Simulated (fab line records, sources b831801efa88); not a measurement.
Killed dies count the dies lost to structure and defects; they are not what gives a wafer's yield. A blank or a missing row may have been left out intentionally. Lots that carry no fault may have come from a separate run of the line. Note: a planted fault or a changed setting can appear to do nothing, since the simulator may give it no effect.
fab line records | flow sky130
record lots=13 wafers=39 last-day=50
route steps=708 shown METAL4@629 VIA4@641 METAL5@663
lots that met no fault: from a run of the same line without faults
start-h: hours from the record's first day to the start of the lot's first wafer shown | wait-h: hours elapsed since this lot's preceding step | " as in the row above | L1.1+2: a row that stands for several wafers | - no value, or no start was given | * or withheld: withheld | < > ~ a bound
route shown NAME@n: names a module that has steps shown in the file, with the first one's number in the route | usual: mean and standard deviation over wafers with no fault | same: alike in all rows | chamber/n: place in a boat | sites: per-site readings | _std_site: standard deviation across them | _edge_site: outer sites' mean less inner sites' | radius-mm: how far each site lies from the wafer's centre | mask NAME#n: copy n | behind: tool/chamber where the wafer was last shaped | hold: what put the lot on hold/how long, in hours/how the hold closed | device: the n, p or np transistor that did not switch | end of line: the tests these same wafers got at the end of their route | for a step that has no rows: nothing shown but its recipe | killed: not the wafer's yield, but the dies lost to structure and defects at the first sort | map: a wafer's dies, x killed, . not, _ none there
set.NAME: the setting the step ran with; set.NAME@STEP: the setting that earlier step ran with | model.NAME: the simulator's own value behind a step, which no gauge read
the route's steps for a sample of lots (tables are steps, rows are wafers)
services: when a tool's chamber went out of use (start-h, in hours from the record's first day, below 0 if earlier), for how many hours, and the reason
## steps
# step SKY_METAL4_CD_MEAS_13
# recipe target-cd-nm=300
# usual cd-nm=299.6/1.6
# columns lot.wafer tool chamber start-h wait-h cd-nm
L291.2 cd-sem-02 - 985.88 - 299.8
L291.3 " - " " 298.4
L291.4 " - " " 299.5
L292.4 cd-sem-01 - 992.87 - 300.7
L292.5 " - " " 300.4
L292.6 " - " " 300.9
L294.1 cd-sem-01 - 1016.11 - 298.9
L294.4 " - " " 298.4
L294.6 " - " " 299.3
L295.3 cd-sem-01 - 1023.50 - 301.1
L295.5 " - " " 301.0
L295.6 " - " " 300.9
L296.1 cd-sem-02 - 1027.16 - 296.2
L296.4 " - " " 298.3
L296.6 " - " " 299.5
L297.1 cd-sem-02 - 1040.76 - 300.0
L297.2 " - " " 299.7
L297.6 " - " " 299.7
L300.1 cd-sem-01 - 1057.81 - 299.5
L300.3 " - " " 299.9
L300.5 " - " " 299.9
L301.1 cd-sem-01 - 1058.16 - 300.0
L301.3 " - " " 300.4
L301.5 " - " " 301.0
L302.1 cd-sem-02 - 1069.71 - 299.1
L302.4 " - " " 299.2
L302.5 " - " " 300.1
L306.2 cd-sem-01 - 1085.12 - 298.8
L306.3 " - " " 297.8
L306.4 " - " " 299.5
L305.1 cd-sem-02 - 1087.70 - 299.1
L305.2 " - " " 298.8
L305.3 " - " " 300.8
L311.3 cd-sem-02 - 1116.50 - 302.0
L311.4 " - " " 300.5
L311.5 " - " " 301.7
L313.2 cd-sem-01 - 1130.38 - 299.6
L313.3 " - " " 299.9
L313.4 " - " " 299.0
# step SKY_METAL4_OVL_MEAS_14
# usual METAL4_OVL=-2/5.5
# columns lot.wafer tool chamber start-h wait-h METAL4_OVL[nm]
L291.2 overlay-02 - 985.98 0.1 -8
L291.3 " - " " -3
L291.4 " - " " -8
L292.4 overlay-02 - 992.95 0.1 1
L292.5 " - " " 11
L292.6 " - " " -4
L294.1 overlay-02 - 1016.23 0.1 -13
L294.4 " - " " -6
L294.6 " - " " -3
L295.3 overlay-01 - 1023.59 0.1 2
L295.5 " - " " -3
L295.6 " - " " -2
L296.1 overlay-01 - 1027.28 0.1 -4
L296.4 " - " " -4
L296.6 " - " " 2
L297.1 overlay-02 - 1040.88 0.1 -2
L297.2 " - " " -3
L297.6 " - " " -2
L300.1 overlay-02 - 1057.93 0.1 0
L300.3 " - " " -6
L300.5 " - " " -5
L301.1 overlay-01 - 1058.28 0.1 -4
L301.3 " - " " 4
L301.5 " - " " 5
L302.1 overlay-01 - 1069.83 0.1 4
L302.4 " - " " -6
L302.5 " - " " -3
L306.2 overlay-01 - 1085.23 0.1 0
L306.3 " - " " -2
L306.4 " - " " -1
L305.1 overlay-02 - 1087.82 0.1 -1
L305.2 " - " " 1
L305.3 " - " " 0
L311.3 overlay-01 - 1116.60 0.1 -2
L311.4 " - " " 2
L311.5 " - " " 9
L313.2 overlay-02 - 1130.49 0.1 -2
L313.3 " - " " -1
L313.4 " - " " -3
# step SKY_VIA4_CMP_02
# recipe material=SiO2 down-force-psi=4 platen-rpm=60 pad-velocity-m-s=0.94248
# usual motor-current-A=11.6/1.5 retaining-ring-pressure-frac=0.999/0.0047
# columns lot.wafer tool chamber start-h wait-h motor-current-A retaining-ring-pressure-frac
L291.4 cmp-01 2 987.25 0.0 14.7 1.000
L291.2 " 0 " " 12.2 1.000
L291.3 " 1 " " 9.9 1.005
L292.4 cmp-01 1 994.47 0.3 9.6 0.996
L292.5 " 2 " " 15.0 1.002
L292.6 " 3 " " 10.8 0.992
L294.4 cmp-02 3 1017.75 0.3 12.7 0.999
L294.1 " 0 " " 11.7 0.997
L294.6 " 2 " " 10.2 1.006
L295.3 cmp-02 0 1025.05 0.2 12.0 0.998
L295.5 " 1 " " 11.4 0.993
L295.6 " 2 " " 9.5 0.994
L296.1 cmp-02 3 1028.57 0.1 11.8 1.001
L296.4 " 0 " " 11.2 1.001
L296.6 " 1 " " 10.9 1.009
L297.2 cmp-01 3 1042.68 0.5 10.7 1.000
L297.1 " 1 " " 9.5 1.001
L297.6 " 0 " " 12.5 0.997
L300.3 cmp-01 3 1059.17 0.0 10.3 0.997
L300.1 " 2 " " 14.1 0.997
L300.5 " 3 " " 10.5 1.006
L301.1 cmp-02 0 1059.53 0.1 12.2 1.000
L301.3 " 2 " " 10.5 0.997
L301.5 " 0 " " 12.1 0.997
L302.4 cmp-01 0 1071.11 0.1 12.0 0.995
L302.1 " 2 " " 15.0 1.004
L302.5 " 0 " " 12.7 0.997
L306.4 cmp-02 1 1087.00 0.5 10.6 1.003
L306.2 " 2 " " 9.8 1.003
L306.3 " 0 " " 11.9 0.995
L305.2 cmp-02 3 1089.19 0.0 12.8 0.998
L305.1 " 0 " " 11.8 0.991
L305.3 " 1 " " 11.0 0.996
L311.3 cmp-01 2 1117.94 0.2 14.5 0.999
L311.4 " 0 " " 12.8 0.999
L311.5 " 1 " " 9.9 1.000
L313.3 cmp-01 0 1131.68 0.0 11.7 0.997
L313.2 " 1 " " 10.1 1.003
L313.4 " 3 " " 10.7 1.004
# step SKY_METAL5_SPUTTER_02
# recipe material=AlCu target-thk-nm=1150 power-w=10600 time-s=61.2 chamber-pressure-pa=0.4
# usual throttle-valve-pct=30.5/1.3
# columns lot.wafer tool chamber start-h wait-h throttle-valve-pct
L291.2 pvd-sputter-03 - 1012.91 0.0 30.7
L291.3 " - " " 28.7
L291.4 " - " " 29.9
L292.4 pvd-sputter-03 - 1019.45 0.0 30.8
L292.5 " - " " 30.0
L292.6 " - " " 28.9
L294.1 pvd-sputter-04 - 1042.43 0.0 29.0
L294.4 " - " " 29.7
L294.6 " - " " 30.3
L295.3 pvd-sputter-03 - 1049.70 0.0 30.1
L295.5 " - " " 30.6
L295.6 " - " " 28.9
L296.1 pvd-sputter-02 - 1053.00 0.0 33.5
L296.4 " - " " 31.9
L296.6 " - " " 28.5
L297.1 pvd-sputter-02 - 1065.90 0.0 31.7
L297.2 " - " " 33.6
L297.6 " - " " 31.7
L300.1 pvd-sputter-04 - 1082.19 0.0 30.5
L300.3 " - " " 30.4
L300.5 " - " " 29.6
L301.1 pvd-sputter-02 - 1083.14 0.0 28.7
L301.3 " - " " 33.6
L301.5 " - " " 33.5
L302.1 pvd-sputter-02 - 1094.09 0.0 28.6
L302.4 " - " " 30.7
L302.5 " - " " 30.9
L306.2 pvd-sputter-04 - 1109.13 0.0 29.7
L306.3 " - " " 30.5
L306.4 " - " " 30.8
L305.1 pvd-sputter-02 - 1110.90 0.0 33.5
L305.2 " - " " 31.6
L305.3 " - " " 30.5
L311.3 pvd-sputter-04 - 1138.50 0.0 30.5
L311.4 " - " " 29.2
L311.5 " - " " 29.8
L313.2 pvd-sputter-04 - 1152.57 0.0 30.6
L313.3 " - " " 30.8
L313.4 " - " " 29.9
# step SKY_METAL5_RS_MEAS_05
# recipe thk-meas-gauge=four-point-probe reads=TiN_of_METAL5_SPUTTER_04+Ti_of_METAL5_SPUTTER_03+AlCu_of_METAL5_SPUTTER_02+TiN_of_METAL5_SPUTTER_01+Ti_of_METAL5_SPUTTER_00
# usual METAL5_ALCU_RS=0.02714/0.00028
# columns lot.wafer tool chamber start-h wait-h METAL5_ALCU_RS[ohm/sq]
L291.2 film-metro-01 - 1013.05 0.0 0.02749
L291.3 " - " " 0.02765
L291.4 " - " " 0.02714
L292.4 film-metro-04 - 1019.63 0.1 0.0278
L292.5 " - " " 0.02749
L292.6 " - " " 0.02776
L294.1 film-metro-04 - 1042.54 0.0 0.02685
L294.4 " - " " 0.02668
L294.6 " - " " 0.02677
L295.3 film-metro-04 - 1049.86 0.1 0.02701
L295.5 " - " " 0.02734
L295.6 " - " " 0.02743
L296.1 film-metro-02 - 1053.12 0.0 0.02704
L296.4 " - " " 0.02729
L296.6 " - " " 0.02706
L297.1 film-metro-02 - 1066.02 0.0 0.02729
L297.2 " - " " 0.02731
L297.6 " - " " 0.02714
L300.1 film-metro-02 - 1082.31 0.0 0.02684
L300.3 " - " " 0.02682
L300.5 " - " " 0.02672
L301.1 film-metro-04 - 1083.26 0.0 0.02701
L301.3 " - " " 0.02701
L301.5 " - " " 0.02707
L302.1 film-metro-02 - 1094.21 0.0 0.02709
L302.4 " - " " 0.0273
L302.5 " - " " 0.02729
L306.2 film-metro-02 - 1109.26 0.0 0.02701
L306.3 " - " " 0.02707
L306.4 " - " " 0.02713
L305.1 film-metro-04 - 1111.02 0.0 0.01891
L305.2 " - " " 0.01897
L305.3 " - " " 0.02741
L311.3 film-metro-04 - 1138.66 0.1 0.02694
L311.4 " - " " 0.02727
L311.5 " - " " 0.02687
L313.2 film-metro-02 - 1152.73 0.0 0.02713
L313.3 " - " " 0.02727
L313.4 " - " " 0.02733
# step SKY_METAL5_THK_MEAS_06
# recipe thk-meas-gauge=xrf reads=AlCu_of_METAL5_SPUTTER_02
# usual METAL5_ALCU_THK=1150/11
# columns lot.wafer tool chamber start-h wait-h METAL5_ALCU_THK[nm]
L291.2 film-metro-01 - 1013.16 0.1 1143
L291.3 " - " " 1142
L291.4 " - " " 1161
L292.4 film-metro-04 - 1019.72 0.1 1124
L292.5 " - " " 1139
L292.6 " - " " 1126
L294.1 film-metro-04 - 1042.66 0.1 1156
L294.4 " - " " 1158
L294.6 " - " " 1162
L295.3 film-metro-04 - 1049.96 0.1 1150
L295.5 " - " " 1138
L295.6 " - " " 1137
L296.1 film-metro-02 - 1053.24 0.1 1156
L296.4 " - " " 1144
L296.6 " - " " 1154
L297.1 film-metro-02 - 1066.14 0.1 1143
L297.2 " - " " 1133
L297.6 " - " " 1157
L300.1 film-metro-02 - 1082.43 0.1 1165
L300.3 " - " " 1161
L300.5 " - " " 1166
L301.1 film-metro-04 - 1083.38 0.1 1163
L301.3 " - " " 1160
L301.5 " - " " 1157
L302.1 film-metro-02 - 1094.33 0.1 1150
L302.4 " - " " 1139
L302.5 " - " " 1139
L306.2 film-metro-02 - 1109.37 0.1 1156
L306.3 " - " " 1152
L306.4 " - " " 1153
L305.1 film-metro-04 - 1111.14 0.1 1648
L305.2 " - " " 1650
L305.3 " - " " 1147
L311.3 film-metro-04 - 1138.76 0.1 1156
L311.4 " - " " 1141
L311.5 " - " " 1160
L313.2 film-metro-02 - 1152.84 0.1 1145
L313.3 " - " " 1142
L313.4 " - " " 1148
# step SKY_METAL5_METAL_ETCH_15
# recipe target-depth-a=12600 stop-on=SiO2 over-etch-frac=0.2 time-s=252 chemistry=Cl2/BCl3 resist-sidewall-deg=86 pressure-mtorr=10 icp-w=900 bias-w=48.5 Cl2_flow_sccm=60 bcl3-flow-sccm=30
# usual chamber-pressure-mTorr=9.999/0.0097 drypump-motor-current-A=5.9/0.63 oes-product-au=0.893/0.0048 throttle-valve-pct=22.265/0.01
# same time-s=252
# columns lot.wafer tool chamber start-h wait-h chamber-pressure-mTorr drypump-motor-current-A oes-product-au rf-hours-counter-h throttle-valve-pct
L291.2 rie-metal-02 0 1035.34 0.0 10.002 4.7 0.895 21 22.256
L291.3 " 1 " " 10.020 6.5 0.895 - 22.262
L291.4 " 0 " " 9.994 4.7 0.884 - 22.261
L292.4 rie-metal-03 1 1041.71 0.1 9.999 6.2 0.895 - 22.265
L292.5 " 0 " " 10.018 6.0 0.892 - 22.264
L292.6 " 1 " " 9.998 6.2 0.889 - 22.255
L294.1 rie-metal-02 1 1064.05 0.1 10.002 6.5 0.891 18 22.265
L294.4 " 1 " " 9.994 6.5 0.892 - 22.262
L294.6 " 1 " " 9.995 6.5 0.888 - 22.257
L295.3 rie-metal-01 1 1071.76 0.1 9.983 5.8 0.904 - 22.256
L295.5 " 1 " " 9.984 5.8 0.892 - 22.281
L295.6 " 0 " " 10.004 6.4 0.897 - 22.261
L296.1 rie-metal-02 0 1074.42 0.0 9.996 4.7 0.894 0 22.274
L296.4 " 0 " " 10.009 4.7 0.885 - 22.288
L296.6 " 1 " " 10.004 6.5 0.903 - 22.266
L297.1 rie-metal-02 0 1087.39 0.0 9.999 4.7 0.893 1 22.254
L297.2 " 1 " " 9.998 6.5 0.889 20 22.259
L297.6 " 0 " " 10.002 4.7 0.888 - 22.259
L300.1 rie-metal-01 0 1103.27 0.0 9.993 6.5 0.892 23 22.261
L300.3 " 0 " " 10.005 6.5 0.896 - 22.259
L300.5 " 0 " " 10.020 6.5 0.898 - 22.265
L301.1 rie-metal-03 0 1104.19 0.0 9.986 6.0 0.888 4 22.260
L301.3 " 0 " " 9.990 6.0 0.892 - 22.272
L301.5 " 1 " " 10.028 6.2 0.889 - 22.254
L302.1 rie-metal-03 0 1114.35 0.0 10.001 6.0 0.896 5 22.263
L302.4 " 1 " " 9.998 6.2 0.898 - 22.247
L302.5 " 0 " " 10.009 6.0 0.887 - 22.273
L306.2 rie-metal-03 1 1129.32 0.0 10.001 6.2 0.894 12 22.260
L306.3 " 1 " " 10.008 6.2 0.893 - 22.265
L306.4 " 0 " " 10.010 5.9 0.890 - 22.255
L305.1 rie-metal-02 0 1130.84 0.0 9.986 4.7 0.992 4 22.265
L305.2 " 1 " " 9.994 6.5 1.014 23 22.260
L305.3 " 1 " " 9.997 6.5 0.900 - 22.266
L311.3 rie-metal-03 0 1157.99 0.2 9.999 6.0 0.903 - 22.255
L311.4 " 0 " " 9.987 6.0 0.899 - 22.257
L311.5 " 0 " " 9.998 6.0 0.891 - 22.273
L313.2 rie-metal-01 0 1170.70 0.0 9.997 6.5 0.896 29 22.265
L313.3 " 0 " " 10.002 6.5 0.894 - 22.274
L313.4 " 1 " " 9.996 5.8 0.890 - 22.271
## services
# columns tool chamber start-h hours kind
rie-metal-02 - 978.15 2.8 pm
pvd-sputter-04 - 983.99 1.9 repair
cmp-01 - 989.97 4.3 pm
rie-metal-02 - 994.34 14.6 pm
pvd-sputter-02 - 1001.31 36.9 repair
rie-metal-03 0 1001.60 3.1 repair
cmp-01 - 1002.88 1.0 repair
cmp-01 - 1006.92 15.1 pm
cmp-01 - 1031.39 2.3 repair
cmp-02 - 1037.34 0.2 repair
cmp-02 - 1040.11 2.4 repair
rie-metal-01 1 1040.95 5.8 repair
rie-metal-03 1 1048.03 3.3 repair
pvd-sputter-04 - 1057.39 14.6 repair
pvd-sputter-03 - 1072.37 1.8 repair
rie-metal-03 0 1073.30 11.9 repair
pvd-sputter-03 - 1074.54 0.5 repair
cmp-01 - 1084.16 4.0 pm
cmp-02 - 1099.99 6.8 pm
cmp-01 - 1120.02 1.0 repair
rie-metal-03 1 1132.69 27.7 repair
pvd-sputter-02 - 1153.65 1.1 repair
cmp-02 - 1156.87 25.0 repair
cmp-01 - 1169.34 4.4 repair
## key
first-sign step=SKY_METAL5_RS_MEAS_05 reading=METAL5_ALCU_RS direction=down sigmas=29 usual=0.02714 struck=0.01894
effect step=SKY_METAL5_THK_MEAS_06 reading=METAL5_ALCU_THK direction=up sigmas=45 usual=1150 struck=1649
effect step=SKY_METAL5_METAL_ETCH_15 reading=oes-product-au direction=up sigmas=23 usual=0.893 struck=1.003
met-at SKY_METAL5_SPUTTER_02
struck-lots L305
struck-wafers L305.1,L305.2
later-rows-left-out L305.1,L305.2
sort-left-out L305.1,L305.2
not-acting-at SKY_METAL4_CD_MEAS_13,SKY_METAL4_OVL_MEAS_14,SKY_VIA4_CMP_02
onset-between 1094.09 1110.90
fault kind=process-parameter-drift tool=pvd-sputter-02 chamber=- onset-h=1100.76 steps=SKY_METAL5_SPUTTER_02 channel=target-thk-nm offset=502.58 shape=step end-h=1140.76 scope=struck-wafers-only acts-in=these-recipes-only stated=1150
# sort-left-out: the simulated sort isn't trusted on such a fault, so these wafers' sort isn't shown, and their yield isn't known
# later-rows-left-out: the simulator's readings of these wafers behind a module that went badly wrong aren't trusted and aren't shown, but for the sort
